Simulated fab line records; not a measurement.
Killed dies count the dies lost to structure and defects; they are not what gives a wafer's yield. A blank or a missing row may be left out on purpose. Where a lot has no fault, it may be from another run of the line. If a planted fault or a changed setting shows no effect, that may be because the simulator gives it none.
Which tool is to blame? || flow sky130 || route of 708 steps, sampled at 1 step: 7 lots, 21 wafers

## WHAT EACH GAUGE READ, for each wafer
SKY_CONTACT_OVL_MEAS_15.
{"lot": "L322", "measured": "day 32 07:56", "on": "overlay-01", "CONTACT_OVL (nm)": "9 2 0"}
{"lot": "L324", "measured": "day 33 03:52", "on": "overlay-01", "CONTACT_OVL (nm)": "-3 0 0"}
{"lot": "L327", "measured": "day 33 23:34", "on": "overlay-01", "CONTACT_OVL (nm)": "4 10 11"}
{"lot": "L328", "measured": "day 34 02:56", "on": "overlay-01", "CONTACT_OVL (nm)": "3 -1 -5"}
{"lot": "L339", "measured": "day 37 18:52", "on": "overlay-02", "CONTACT_OVL (nm)": "1 -1 13"}
{"lot": "L340", "measured": "day 38 00:08", "on": "overlay-01", "CONTACT_OVL (nm)": "4 -1 2"}
{"lot": "L344", "measured": "day 39 13:10", "on": "overlay-02", "CONTACT_OVL (nm)": "-5 -4 -9"}

## WHAT TOOL EACH LOT RAN ON (gives the tool, then ch and the chambers of the sampled wafers, and finally the start)
No process step before these readings appears in the record.

## THE ANSWER, worked out from the rows above alone
Rule: the usual values come from the lots themselves. The widest of any qualifying gaps counts: lots, ordered by their means at a reading, are off when they make up no more than a third of the lots, leave a main group of 4 or more, and stand apart from it by 3 or more times the standard deviation of that group's means. Not used: any main group whose means are identical at the precision the tables above print for the reading. A lot without any number at a reading at which 4 lots or more have one is off too. All remaining lots with rows at the step are treated as sound.
No lot is off on any of the readings shown, so nothing can be concluded from this.

## WHAT THE SIMULATOR HAD INSERTED
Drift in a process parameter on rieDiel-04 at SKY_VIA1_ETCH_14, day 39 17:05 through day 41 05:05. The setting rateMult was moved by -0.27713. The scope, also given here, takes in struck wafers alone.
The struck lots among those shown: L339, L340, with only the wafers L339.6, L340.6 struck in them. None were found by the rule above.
